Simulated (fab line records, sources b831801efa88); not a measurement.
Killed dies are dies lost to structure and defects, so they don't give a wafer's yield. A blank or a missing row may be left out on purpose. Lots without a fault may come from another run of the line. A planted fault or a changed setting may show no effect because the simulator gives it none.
A struck lot beside a sound one | flow sky130 | 16 steps out of a route of 708
Sound: wafers L617.1, L617.2, L617.5. Struck: wafers L615.1, L615.4, L615.5. The cause comes at the end.
At each step with rows: each side's tool, then ch and its chambers, then its first start. Under that, the readings that differ: sound wafers | struck wafers | difference of the means | sigmas: that difference in standard deviations of wafers without a fault.
alike: readings whose means differ by less than 2 such deviations, and words and numbers that are the same on both sides. not compared: withheld readings, readings that some wafer has no value for, bounds like >300 that may hide the same value, and numbers for which the record gives no deviation and whose values overlap.
The two part at a step that has a row with sigmas, a row that says differs or no value, or rows on one side only. Numbers that don't overlap but have no deviation are shown without sigmas and don't part them. A reading that every wafer of one side lacks parts them only if that side has two wafers or more.

SKY_LDD_HVN_OVL_MEAS_07:
  sound on overlay-01, day 26 10:17; struck on overlay-01, day 25 12:56
  alike: LDD_HVN_OVL
then, 1 step without rows for these wafers: SKY_LDD_HVN_IMPLANT_08.
SKY_LDD_HVN_STRIP_09: strips in O2/N2.
  sound on plasma_asher-01 ch 0,1, day 26 10:29; struck on plasma_asher-03 ch 0,1, day 25 13:08
  alike: drypump_motor_current_A, oes_product_au, strip_time_to_endpoint_s
  not compared: rf_hours_counter_h
SKY_LDD_HVN_TW_MEAS_10:
  sound on film_metro-03, day 26 10:35; struck on film_metro-02, day 25 13:14
  alike: LDD_HVN_TW
then, 7 steps without rows for these wafers: SKY_LDD_HVP_DEHYDRATE_00 (time 60 s); SKY_LDD_HVP_HMDS_01 (prime time 60 s); SKY_LDD_HVP_COAT_02 (resist thk 300 nm); SKY_LDD_HVP_SOFTBAKE_03 (time 60 s); SKY_LDD_HVP_EXPOSE_04 (exposes mask HVPTM, target cd 700 nm); SKY_LDD_HVP_PEB_05; SKY_LDD_HVP_DEVELOP_06 (develop time 60 s).
SKY_LDD_HVP_OVL_MEAS_07:
  sound on overlay-02, day 27 15:49; struck on overlay-02, day 26 17:50
  reading          | sound        | struck         | difference | sigmas
  LDD_HVP_OVL (nm) | 1.1 -0.6 1.5 | -2.1 -2.6 -2.9 | -3.2       | -2
SKY_LDD_HVP_IMPLANT_08:
  sound on implanter-04 ch 0, day 27 15:51; struck on implanter-01 ch 0, day 26 17:52
  reading                   | sound                | struck               | difference | sigmas
  beam_energy_keV           | 20.001 20.001 20.004 | 24.960 24.964 24.960 | +4.959     | +99 or more
  model.implant.rp_nm (nm)  | 61.2 61.2 61.2       | 78.2 78.2 78.2       | +17.0      |
  model.implant.drp_nm (nm) | 28.53 28.53 28.53    | 35.84 35.84 35.84    | +7.31      |
SKY_LDD_HVP_STRIP_09: strips in O2/N2.
  sound on plasma_asher-02 ch 0,1, day 27 16:00; struck on plasma_asher-04 ch 0,1, day 26 18:01
  alike: drypump_motor_current_A, oes_product_au, strip_time_to_endpoint_s
  not compared: rf_hours_counter_h
SKY_LDD_HVP_TW_MEAS_10:
  sound on film_metro-04, day 27 16:06; struck on film_metro-01, day 26 18:21
  reading    | sound       | struck      | difference | sigmas
  LDD_HVP_TW | 459 463 458 | 483 484 487 | +25        | +6
  not compared: hold
-- the record jumps here: 22 days lie between the struck wafers' starts before and after (it left off in module LDD_HVP and takes up again in module PAD_OPEN, whose first step shown is number 708 of the route) --
SKY_PAD_OPEN_PROBE_99:
  sound on prober-02, day 49 19:48; struck on prober-02, day 49 04:06
  reading                                   | sound                   | struck                  | difference | sigmas
  model.etest.tip_p_5v.rs_ohm_sq            | 2902 2928 2909          | 2715 2702 2724          | -199       |
  model.etest.pfet_g5v0d10v5.off_log10_a_um | -12.87 -12.91 -12.86    | -11.94 -11.85 -11.75    | +1.03      |
  model.etest.pfet_g5v0d10v5.vt_sat_v (V)   | -0.6984 -0.6808 -0.6611 | -0.5905 -0.5572 -0.5801 | +0.1042    |
  alike: killed_at_M0_to_M3, killed_at_M4_up, killed_at_contacts, killed_at_front_end, killed_at_other, killed_dies, killed_open, killed_short

WHERE THEY PART
First at SKY_LDD_HVP_OVL_MEAS_07; last, within this record, at SKY_LDD_HVP_TW_MEAS_10. Later steps at which nothing parts them and some readings are alike: SKY_PAD_OPEN_PROBE_99.

WHY: what the simulator had put in
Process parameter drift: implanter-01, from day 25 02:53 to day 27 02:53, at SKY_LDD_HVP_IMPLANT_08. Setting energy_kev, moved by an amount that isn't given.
